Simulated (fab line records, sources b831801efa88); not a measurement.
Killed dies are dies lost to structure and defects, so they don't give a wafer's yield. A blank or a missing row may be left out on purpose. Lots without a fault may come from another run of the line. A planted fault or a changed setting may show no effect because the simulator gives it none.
Tool commonality check | flow sky130 | 13 lots, 45 wafers sampled

WHY IT WAS OPENED
At SKY_VT_ADJUST_PCH_OVL_MEAS_07 the reading VT_ADJUST_PCH_OVL is flagged on 2 of 13 lots. Wafers without a fault read 0.6 nm, standard deviation 1.7.
Rule: a lot is flagged when every wafer of it that has a number lies more than 4 standard deviations from that mean, or none has a number. The other lots count as sound.

lot  | measured     | on         | VT_ADJUST_PCH_OVL (nm), wafer by wafer | flag
L462 | day 10 16:52 | overlay-01 | 0.0 -3.9 -3.0                          |
L464 | day 11 07:06 | overlay-01 | 0.5 0.7 -0.2                           |
L467 | day 12 01:55 | overlay-01 | -2.7 -0.1 -1.2                         |
L469 | day 13 01:57 | overlay-02 | 1.7 1.6 1.2                            |
L471 | day 14 05:27 | overlay-02 | -1.0 -0.8 0.3                          |
L472 | day 14 07:14 | overlay-02 | 1.3 -0.5 0.5                           |
L474 | day 14 12:12 | overlay-02 | 4.4 1.5 2.7                            |
L473 | day 14 12:56 | overlay-01 | 0.1 -1.1 -0.9                          |
L475 | day 14 22:01 | overlay-01 | 1.6 2.1 -0.3                           |
L476 | day 15 05:07 | overlay-01 | -0.9 0.4 0.7                           |
L478 | day 15 16:05 | overlay-01 | 261.0 260.6 259.6 259.7 259.4 258.2    | FLAGGED
L481 | day 16 20:02 | overlay-01 | 261.0 262.0 261.7 260.0 260.8 260.2    | FLAGGED
L485 | day 18 04:12 | overlay-02 | 0.7 0.4 -1.0                           |
The numbers of the flagged lots are 260.4 nm on average: +259.8 nm against the usual, or +99 or more standard deviations.

WHICH TOOL RAN EACH LOT
The record holds 1 process step before the reading, out of a route of 708 steps. In each cell: the tool, then ch and the chambers that the sampled wafers went through, then the start.
lot  | flag    | SKY_VT_ADJUST_PCH_EXPOSE_04
L462 |         | iline_stepper-02 ch 0, day 10 05:17
L464 |         | iline_stepper-02 ch 0, day 10 19:42
L467 |         | iline_stepper-02 ch 0, day 11 13:45
L469 |         | iline_stepper-02 ch 0, day 12 13:10
L471 |         | iline_stepper-01 ch 0, day 13 17:13
L472 |         | iline_stepper-02 ch 0, day 13 18:23
L474 |         | iline_stepper-01 ch 0, day 13 23:08
L473 |         | iline_stepper-02 ch 0, day 14 00:14
L475 |         | iline_stepper-01 ch 0, day 14 09:01
L476 |         | iline_stepper-01 ch 0, day 14 15:39
L478 | FLAGGED | iline_stepper-02 ch 0, day 15 02:31
L481 | FLAGGED | iline_stepper-02 ch 0, day 16 06:14
L485 |         | iline_stepper-01 ch 0, day 17 13:25
What these steps do:
- SKY_VT_ADJUST_PCH_EXPOSE_04: exposes mask NWM, target cd 840 nm.
- SKY_VT_ADJUST_PCH_OVL_MEAS_07

FLAGGED OVER TOTAL, TOOL BY TOOL (the gauges that took the reading come last)
step                          | tool             | lots run | flagged | share of the flagged lots | sound lots run after its first flagged lot
SKY_VT_ADJUST_PCH_EXPOSE_04   | iline_stepper-01 | 5        | 0       | none                      | -
SKY_VT_ADJUST_PCH_EXPOSE_04   | iline_stepper-02 | 8        | 2       | all                       | 0
SKY_VT_ADJUST_PCH_OVL_MEAS_07 | overlay-01       | 8        | 2       | all                       | 0
SKY_VT_ADJUST_PCH_OVL_MEAS_07 | overlay-02       | 5        | 0       | none                      | -

WHAT THE TABLE ALLOWS
2 rows of the table ran every flagged lot: iline_stepper-02 at SKY_VT_ADJUST_PCH_EXPOSE_04, overlay-01 at SKY_VT_ADJUST_PCH_OVL_MEAS_07.
- iline_stepper-02 at SKY_VT_ADJUST_PCH_EXPOSE_04: 2 of its 8 lots flagged. Its last sound lot is L473 (day 14 00:14), its first flagged lot L478 (day 15 02:31): a fault that began between those two fits.
- overlay-01 at SKY_VT_ADJUST_PCH_OVL_MEAS_07: 2 of its 8 lots flagged. Its last sound lot is L476 (day 15 05:07), its first flagged lot L478 (day 15 16:05): a fault that began between those two fits.
Counting lots can't tell these 2 tools apart, because each fits a fault that began at some hour. More lots, or a look at what each step does to the wafer, might.

WHAT THE SIMULATOR HAD PUT IN
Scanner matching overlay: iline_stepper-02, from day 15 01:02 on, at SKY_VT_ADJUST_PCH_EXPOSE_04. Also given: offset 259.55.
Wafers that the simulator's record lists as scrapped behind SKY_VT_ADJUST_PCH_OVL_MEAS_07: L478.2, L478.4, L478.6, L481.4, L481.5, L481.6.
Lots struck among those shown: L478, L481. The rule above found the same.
